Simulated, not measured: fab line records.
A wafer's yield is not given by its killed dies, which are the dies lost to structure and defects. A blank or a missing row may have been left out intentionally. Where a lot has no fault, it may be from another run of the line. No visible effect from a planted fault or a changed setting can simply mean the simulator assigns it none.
fab line records + flow sky130
record:
- lots: 4
- wafers: 12
- last-day: 49
route steps=708 shown VIA2@509 METAL3@532 CAPM@537 PAD_OPEN@708
lots untouched by any fault: they come from a run of this same line in which no faults occurred
start-h: the number of hours between the record's first day and the start of the first shown wafer of the lot + wait-h: how many hours have passed since the lot's step before this one + " same as the row above + L1.1+2: a single row standing in for several wafers + - no value present, or no start provided + * or withheld: withheld + < > ~ a bound
route shown NAME@n: NAME is a module with steps in the file, n the number in the route of the first one + usual: mean/standard deviation taken from wafers without a fault + same: alike in all rows + chamber/n: place in a boat + sites: each site's reading + _std_site: the values' standard deviation + _edge_site: the outer-site mean with the inner-site mean subtracted + radius-mm: how far each site lies from the wafer's centre + mask NAME#n: copy n + behind: the last tool/chamber to shape the wafer + hold: what put the lot on hold/how long, in hours/how the hold closed + device: names the non-switching transistor (n, p or np) + end of line: at the end of the route, the tests of the same wafers + a step without rows: its recipe alone + killed: dies that structure and defects cost at the first sort, which is not the same as the wafer's yield + map: dies across one wafer; x = killed, . = not, _ = none there
set.NAME: the setting that was run; set.NAME@STEP: the one run at that earlier step + model.NAME: the simulator's own value behind a step, which no gauge read
lots at selected steps of the route; one table per step, one row per wafer
services: the hour from which a tool's chamber was out of use, counted from the record's first day as start-h (under 0 if before that day), plus the number of hours and why
== steps ==
step: SKY_VIA2_CMP_02
recipe:
- material: SiO2
- down-force-psi: 4
- platen-rpm: 60
- pad-velocity-m-s: 0.94248
step: SKY_VIA2_DEHYDRATE_04
recipe:
- temp-c: 200
- time-s: 60
step: SKY_VIA2_HMDS_05
recipe:
- prime-time-s: 60
- prime-temp-c: 120
step: SKY_VIA2_COAT_06
recipe:
- resist: BARC
- temp-c: withheld
- time-s: withheld
- spin-rpm: 3000
- resist-thk-nm: 60
step: SKY_VIA2_COAT_07
recipe:
- resist: KrF-thick
- spin-rpm: 3000
- resist-thk-nm: 450
step: SKY_VIA2_SOFTBAKE_08
recipe:
- temp-c: 100
- time-s: 90
- resist: KrF-thick
step: SKY_VIA2_EXPOSE_09
recipe:
- mask-id: VIM2
- na: 0.8
- source-shape: annular
- sigma-inner: 0.55
- sigma-outer: 0.85
- target-cd-nm: 200
- dose-mj: 38
step: SKY_VIA2_PEB_10
recipe:
- peb-temp-c: withheld
- peb-time-s: withheld
- resist: KrF-thick
step: SKY_VIA2_DEVELOP_11
recipe:
- develop-time-s: 60
- resist: KrF-thick
- dev-temp-c: 21
step: SKY_VIA2_ETCH_14
recipe:
- chemistry: N2/H2
- target: BARC
- ion-energy-ev: 200
- source-w: 500
- bias-w: 100
- pressure-mtorr: 30
- n2-flow-sccm: 100
- h2-flow-sccm: 200
- stop-on: SiO2
- time-s: 45.9
- target-depth-a: 600
usual:
- bias-w: 100.00/0.29
- drypump-motor-current-A: 5.5/0.48
- oes-product-au: 0.854/0.0051
- throttle-valve-pct: 13.225/0.0089
| lot.wafer | tool        | chamber | start-h | wait-h | bias-w | drypump-motor-current-A | oes-product-au | rf-hours-counter-h | throttle-valve-pct |
|-----------|-------------|---------|---------|--------|--------|-------------------------|----------------|--------------------|--------------------|
| L959.1    | rie-diel-03 | 0       | 905.77  | 0.0    | 99.97  | 4.9                     | 0.849          | 6                  | 13.225             |
| L959.5    | "           | 1       | "       | "      | 100.13 | 6.0                     | 0.865          | -                  | 13.229             |
| L959.6    | "           | 2       | "       | "      | 100.10 | 5.6                     | 0.855          | -                  | 13.232             |
| L966.3    | rie-diel-02 | 3       | 952.61  | 0.0    | 99.61  | 6.2                     | 0.850          | 9                  | 13.222             |
| L966.5    | "           | 0       | "       | "      | 100.03 | 5.2                     | 0.857          | -                  | 13.234             |
| L966.6    | "           | 3       | "       | "      | 99.57  | 6.3                     | 0.849          | -                  | 13.221             |
| L969.3    | rie-diel-02 | 1       | 960.71  | 0.0    | 100.06 | 5.7                     | 0.860          | 16                 | 13.232             |
| L969.4    | "           | 0       | "       | "      | 99.73  | 5.2                     | 0.854          | 20                 | 13.208             |
| L969.6    | "           | 1       | "       | "      | 100.17 | 5.7                     | 0.848          | -                  | 13.223             |
| L970.1    | rie-diel-02 | 1       | 973.46  | 0.0    | 100.46 | 5.7                     | 0.859          | 17                 | 13.236             |
| L970.3    | "           | 3       | "       | "      | 100.32 | 6.3                     | 0.855          | 9                  | 13.216             |
| L970.6    | "           | 3       | "       | "      | 100.09 | 6.2                     | 0.854          | -                  | 13.223             |
step: SKY_VIA2_ETCH_15
recipe:
- target: SiO2
- chemistry: C4F8/O2/Ar
- target-depth-nm: 546
- stop-on: TiN
- mask-material: KrF-thick
- source-w: 1500
- bias-w: 1200
- pressure-mtorr: 40
- c4f8-flow-sccm: withheld
- O2_flow_sccm: 6
- Ar_flow_sccm: 300
- time-s: 84
step: SKY_VIA2_STRIP_16
recipe:
- chemistry: O2/N2
- power-w: 1400
- pressure-mtorr: 1500
- platen-temp-c: withheld
- o2-flow-sccm: 3000
- n2-flow-sccm: 300
- overash-fraction: 0.5
step: SKY_VIA2_STRIP_17
recipe:
- chemistry: post-etch-residue-remover
- time-s: 1200
- temp-c: 72.5
step: SKY_VIA2_CLEAN_18
recipe:
- chemistry: IPA
- time-s: 180
- temp-c: 25
step: SKY_VIA2_CLEAN_19
recipe:
- chemistry: O3/DIW
- dry: n2-spin
step: SKY_VIA2_SPUTTER_20
recipe:
- material: TiN
- target-thk-nm: 20
- chamber-pressure-pa: 5
- power-w: 4000
- time-s: 80
step: SKY_VIA2_CVD_21
recipe:
- material: W
- target-thk-nm: 420
- time-s: 126.4
- temp-c: 400
- pressure-torr: 40
step: SKY_VIA2_CMP_24
recipe:
- stop-on: SiO2
- t-overpolish-s: 20
- down-force-psi: 3.5
- platen-rpm: 60
- target-thk-nm: 0
- pad-velocity-m-s: 0.94248
step: SKY_METAL3_SPUTTER_00
recipe:
- material: Ti
- target-thk-nm: 15
- power-w: 3000
- time-s: 10
- chamber-pressure-pa: 0.4
step: SKY_METAL3_SPUTTER_01
recipe:
- material: TiN
- target-thk-nm: 20
- power-w: 6500
- time-s: 16.7
- chamber-pressure-pa: 0.4
step: SKY_METAL3_SPUTTER_02
recipe:
- material: AlCu
- target-thk-nm: 735
- power-w: 10600
- time-s: 39.1
- chamber-pressure-pa: 0.4
step: SKY_METAL3_SPUTTER_03
recipe:
- material: Ti
- target-thk-nm: 5
- power-w: 3000
- time-s: 3.3
- chamber-pressure-pa: 0.4
step: SKY_METAL3_SPUTTER_04
recipe:
- material: TiN
- target-thk-nm: 70
- power-w: 6500
- time-s: 58.3
- chamber-pressure-pa: 0.4
step: SKY_CAPM_CVD_00
recipe:
- material: SiO2
- target-thk-nm: 15.5
- temp-c: 400
- time-s: withheld
- rf-w: 450
step: SKY_CAPM_SPUTTER_02
recipe:
- material: TiN
- target-thk-nm: 200
- temp-c: 300
- power-w: 6500
- time-s: 166.7
- chamber-pressure-pa: 0.4
step: SKY_CAPM_DEHYDRATE_05
recipe:
- temp-c: 200
- time-s: 60
step: SKY_CAPM_HMDS_06
recipe:
- prime-time-s: 60
- prime-temp-c: 120
step: SKY_CAPM_COAT_07
recipe:
- resist: NOVOLAK
- spin-rpm: 3000
- resist-thk-nm: 1140
step: SKY_CAPM_SOFTBAKE_08
recipe:
- temp-c: 90
- time-s: 60
- resist: NOVOLAK
step: SKY_CAPM_EXPOSE_09
recipe:
- mask-id: CAPM
- na: 0.6
- source-shape: conventional
- sigma-outer: 0.6
- polarization: unpolarized
- target-cd-nm: 1000
- dose-mj: 159
step: SKY_CAPM_PEB_10
recipe:
- temp-c: withheld
- time-s: *
- resist: NOVOLAK
step: SKY_CAPM_DEVELOP_11
recipe:
- resist: NOVOLAK
- developer: TMAH
- develop-time-s: 60
- dev-temp-c: 23
step: SKY_CAPM_METAL_ETCH_13
recipe:
- target-depth-nm: 220
- stop-on: SiO2
- chemistry: Cl2/BCl3
- target: TiN
- pressure-mtorr: 10
- icp-w: 900
- bias-w: 48.5
- Cl2_flow_sccm: 60
- bcl3-flow-sccm: 30
- time-s: 62.9
step: SKY_PAD_OPEN_PROBE_99
usual:
- defect-limited-yield: 82.3/1.9
- killed_at_M0_to_M3: 43/6.7
- killed_at_M4_up: 3.2/1.8
- killed-at-contacts: 25/5.2
- killed-at-front-end: 15/4.4
- killed-at-other: 0.2/0.4
- killed-dies: 87/9.3
- killed-open: 48/7.1
- killed-short: 39/6
- sort_bin_3_pad_short: 0.9/0.41
- sort_bin_5_function: 10.5/1.4
- sort_bin_6_memory: 6.3/1.1
- sort-n-pass: 405/9.3
- sort-yield-pct: 82.3/1.9
same:
- gross-dies: 492
- killed-at-back-side: 0
- sort_bin_4_leakage[%]: 0
- sort_bin_8_speed[%]: 0
| lot.wafer | tool      | chamber | start-h | wait-h | defect-limited-yield[%] | killed_at_M0_to_M3 | killed_at_M4_up | killed-at-contacts | killed-at-front-end | killed-at-other | killed-dies | killed-open | killed-short | sort_bin_3_pad_short[%] | sort_bin_5_function[%] | sort_bin_6_memory[%] | sort-n-pass | sort-yield-pct[%] | model.etest.tester.sort-n-pass | model.etest.tester.sort-yield-pct | model.etest.tester.sort_bin_5_pct | model.etest.tester.sort_bin_3_pct |
|-----------|-----------|---------|---------|--------|-------------------------|--------------------|-----------------|--------------------|---------------------|-----------------|-------------|-------------|--------------|-------------------------|------------------------|----------------------|-------------|-------------------|--------------------------------|-----------------------------------|-----------------------------------|-----------------------------------|
| L959.1    | prober-02 | -       | 1120.49 | 0.1    | 83.7                    | 43                 | 0               | 28                 | 9                   | 0               | 80          | 45          | 35           | 0.8                     | 9.1                    | 6.3                  | 412         | 83.7              | 412                            | 83.74                             | 9.146                             | 0.813                             |
| L959.5    | prober-02 | -       | 1120.69 | 0.2    | 80.5                    | 53                 | 3               | 25                 | 15                  | 0               | 96          | 50          | 46           | 2.2                     | 10.0                   | 7.3                  | 396         | 80.5              | 396                            | 80.49                             | 9.959                             | 2.236                             |
| L959.6    | prober-02 | -       | 1120.74 | 0.2    | 82.9                    | 42                 | 2               | 24                 | 16                  | 0               | 84          | 44          | 40           | 1.0                     | 8.5                    | 7.5                  | 408         | 82.9              | 408                            | 82.93                             | 8.537                             | 1.016                             |
| L969.3    | prober-01 | -       | 1165.60 | 0.2    | 69.5                    | 100                | 4               | 31                 | 15                  | 0               | 150         | 54          | 41           | 3.5                     | 19.9                   | 7.1                  | 342         | 69.5              | 342                            | 69.51                             | 19.92                             | 3.455                             |
| L969.4    | prober-01 | -       | 1165.65 | 0.2    | 81.3                    | 35                 | 6               | 31                 | 20                  | 0               | 92          | 51          | 41           | 0.8                     | 11.8                   | 6.1                  | 400         | 81.3              | 400                            | 81.3                              | 11.79                             | 0.813                             |
| L969.6    | prober-01 | -       | 1165.75 | 0.2    | 72.0                    | 96                 | 5               | 18                 | 19                  | 0               | 138         | 42          | 37           | 4.1                     | 18.1                   | 5.9                  | 354         | 72.0              | 354                            | 71.95                             | 18.09                             | 4.065                             |
| L970.1    | prober-02 | -       | 1176.73 | 0.1    | 72.2                    | 98                 | 1               | 28                 | 9                   | 1               | 137         | 47          | 28           | 3.0                     | 16.5                   | 8.3                  | 355         | 72.2              | 355                            | 72.15                             | 16.46                             | 3.049                             |
| L970.3    | prober-02 | -       | 1176.83 | 0.2    | 83.1                    | 37                 | 1               | 26                 | 19                  | 0               | 83          | 38          | 45           | 1.0                     | 9.3                    | 6.5                  | 409         | 83.1              | 409                            | 83.13                             | 9.35                              | 1.016                             |
| L970.6    | prober-02 | -       | 1176.98 | 0.2    | 81.1                    | 49                 | 5               | 19                 | 20                  | 0               | 93          | 50          | 43           | 0.6                     | 9.8                    | 8.5                  | 399         | 81.1              | 399                            | 81.1                              | 9.756                             | 0.6098                            |
killed by level:class
L959.1 VIA1:geometric-particle:open=12 CONTACT:geometric-particle:open=9 CONTACT:geometric-particle:short=8 VIA3:geometric-particle:open=7 LOCAL_INTERCONNECT:geometric-particle:short=6 VIA1:geometric-particle:short=5 LI_CONTACT:geometric-particle:open=4 VIA2:geometric-particle:open=4
L959.5 VIA2:geometric-particle:open=10 VIA1:geometric-particle:short=10 LI_CONTACT:geometric-particle:open=8 VIA1:geometric-particle:open=8 VIA3:geometric-particle:open=8 CONTACT:geometric-particle:open=6 LOCAL_INTERCONNECT:geometric-particle:short=5 METAL2:geometric-particle:short=5
L959.6 VIA1:geometric-particle:open=12 CONTACT:geometric-particle:open=9 METAL1:geometric-particle:short=6 VIA3:geometric-particle:open=6 VIA1:geometric-particle:short=6 LI_CONTACT:geometric-particle:open=5 VIA2:geometric-particle:open=5 FIELD_ISO:geometric-particle:short=4
L969.3 VIA2:unspecified=55 CONTACT:geometric-particle:open=13 VIA1:geometric-particle:open=11 LI_CONTACT:geometric-particle:open=8 LOCAL_INTERCONNECT:geometric-particle:short=6 VIA2:geometric-particle:open=6 METAL1:geometric-particle:short=6 SPACER:geometric-particle:short=5
L969.4 CONTACT:geometric-particle:open=13 VIA1:geometric-particle:open=8 VIA3:geometric-particle:open=8 LOCAL_INTERCONNECT:geometric-particle:short=6 FIELD_ISO:geometric-particle:open=5 FIELD_ISO:geometric-particle:short=5 METAL2:geometric-particle:short=5 POLY_GATE:geometric-particle:open=4
L969.6 VIA2:unspecified=59 VIA1:geometric-particle:open=8 LI_CONTACT:geometric-particle:open=6 VIA1:geometric-particle:short=6 VIA2:geometric-particle:open=6 VIA3:geometric-particle:open=6 METAL1:geometric-particle:short=5 FIELD_ISO:geometric-particle:short=4
L970.1 VIA2:unspecified=62 CONTACT:geometric-particle:open=18 VIA1:geometric-particle:open=9 METAL1:geometric-particle:short=7 CONTACT:geometric-particle:short=5 VIA2:geometric-particle:short=5 METAL2:geometric-particle:short=4 VIA3:geometric-particle:open=4
L970.3 METAL1:geometric-particle:short=10 CONTACT:geometric-particle:open=10 FIELD_ISO:geometric-particle:short=8 VIA2:geometric-particle:open=7 FIELD_ISO:geometric-particle:open=6 CONTACT:geometric-particle:short=6 LI_CONTACT:geometric-particle:open=4 VIA1:geometric-particle:open=4
L970.6 VIA1:geometric-particle:open=14 VIA3:geometric-particle:open=8 POLY_GATE:geometric-particle:short=6 LOCAL_INTERCONNECT:geometric-particle:short=6 METAL1:geometric-particle:short=6 VIA2:geometric-particle:open=5 METAL4:geometric-particle:short=5 FIELD_ISO:geometric-particle:open=4
map L969.3 (x killed, . not)
__________.........x_________
________....x........._______
______....xxx..x...x..x._____
_____...x.............x..____
____..xxx...x....x..xxxx..___
___.........x.....xx.x...x.__
__.............xxx..xx.xx..._
_x........................x..
_x........x..x.......x....x..
_......x..x...........x..x...
_..........x............x.x.x
_..x..x.......x.........x....
_x..x....xxx..xx...x....x.x.x
_.....x..xxxxxxx.x.x....xx..x
_..x..xxxxxxxxxxx....xx....x.
__......xxxxxxxx..x.xxxx...._
___...xxxxxxxxxx.....x.xx..__
____.xx.xxxxxxxx.x..x.....___
_____.x.xxxxxxxxx.x..x.x.____
______x...xx.x..x...xxx._____
________.............._______
__________.x..x....._________
map L970.1 (x killed, . not)
__________x..x.xx..._________
________.x.x.xx..xx..._______
______.x...xx.......x.x._____
_____.xxx.....xx.........____
____.x.......x...x..x.x...___
___x.xx............x.x.....__
__......................x..._
_..x...x.xx...x..............
_.....x......x......x........
_x.x....x...............x..xx
_x..x.....x...xx.......x.....
_.......x.xx..x..x..........x
_...x..x..xxxxxx.........x..x
_.....xxxxxxxxxx............x
_.......xxxxxxxxx............
__....x.xxxxxxxx...x........_
___...x..xxxxxxxx..........__
____....xxxxxxxxx....x....___
_____....xxxxxx.......x.x____
______..xxxxx.x....xx..._____
________.x..xx.....x.._______
__________.........x_________
== services ==
| tool        | chamber | start-h | hours | kind           |
|-------------|---------|---------|-------|----------------|
| rie-diel-02 | 2       | 888.33  | 3.0   | repair         |
| rie-diel-02 | 2       | 891.36  | -     | clean          |
| rie-diel-02 | 2       | 891.36  | 19.7  | scheduled-down |
| rie-diel-02 | 2       | 891.36  | 19.7  | vent-cycle     |
| rie-diel-03 | 2       | 916.90  | 12.2  | repair         |
| rie-diel-02 | 1       | 942.62  | 13.6  | repair         |
== key ==
first-sign:
- step: SKY_PAD_OPEN_PROBE_99
- reading: killed_at_M0_to_M3
- direction: up
- sigmas: 8.1
- usual: 43
- struck: 98
effect:
- step: SKY_PAD_OPEN_PROBE_99
- reading: sort_bin_3_pad_short
- direction: up
- sigmas: 6.5
- usual: 0.9
- struck: 3.5
model-effect:
- step: SKY_PAD_OPEN_PROBE_99
- value: etest.tester.sort-n-pass
- without: 402
- struck: 350.3
met-at SKY_VIA2_ETCH_14
struck-wafers L969.3,L969.6,L970.1
fault:
- kind: chamber-particle-source
- tool: rie-diel-02
- chamber: 1
- onset-h: 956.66
- steps: SKY_VIA2_ETCH_14
- rate-per-visit-cm2: 1.0616
- end-h: 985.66
